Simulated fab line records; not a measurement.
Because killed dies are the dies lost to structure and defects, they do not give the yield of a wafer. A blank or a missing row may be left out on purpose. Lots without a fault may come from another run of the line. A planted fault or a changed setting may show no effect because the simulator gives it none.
Chamber matching ; flow sky130 ; SKY_POLY_GATE_ETCH_17 on rie_si-01: 4 sister chambers
The step etches poly-Si in HBr/Cl2, stops on SiO2, target depth 180 nm, time 70.5 s. 4 wafers are shown with their chamber, then 7 later ones without.

== EACH WAFER AND ITS CHAMBER ==
wafer;chamber;drypump_motor_current_A (A)
L866.5;3;5.62
L867.6;1;5.81
L870.1;0;5.85
L870.5;2;5.60

== WAFERS WITH NO CHAMBER GIVEN ==
wafer;drypump_motor_current_A (A)
L870.6;5.79
L876.1;5.84
L876.4;5.80
L876.5;5.58
L878.4;5.83
L878.5;5.84
L878.6;5.63

== EACH ONE'S CHAMBER ==
wafer;from the rows above;in truth
L870.6;1;1
L876.1;can't be placed: 0 or 1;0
L876.4;1;1
L876.5;can't be placed: 2 or 3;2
L878.4;can't be placed: 0 or 1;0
L878.5;can't be placed: 0 or 1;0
L878.6;can't be placed: 3 or 2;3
2 of 7 placed correctly. Not placeable from these rows: 5 (in 5, the candidates include the true chamber). 0 placed wrongly.
How it was worked out, from the rows above alone: a wafer's distance from a chamber is the root of the sum, over the readings, of the square of ((its reading less the chamber's mean) divided by the reading's scatter). If the next closest chamber is less than 2 further off than the closest, the wafer can't be placed; otherwise it belongs to the closest. Each chamber's mean is taken over the wafers shown for it. The scatter: with one shown wafer a chamber, the root of the mean of the squares of how far each hidden wafer lies from its nearest shown one.
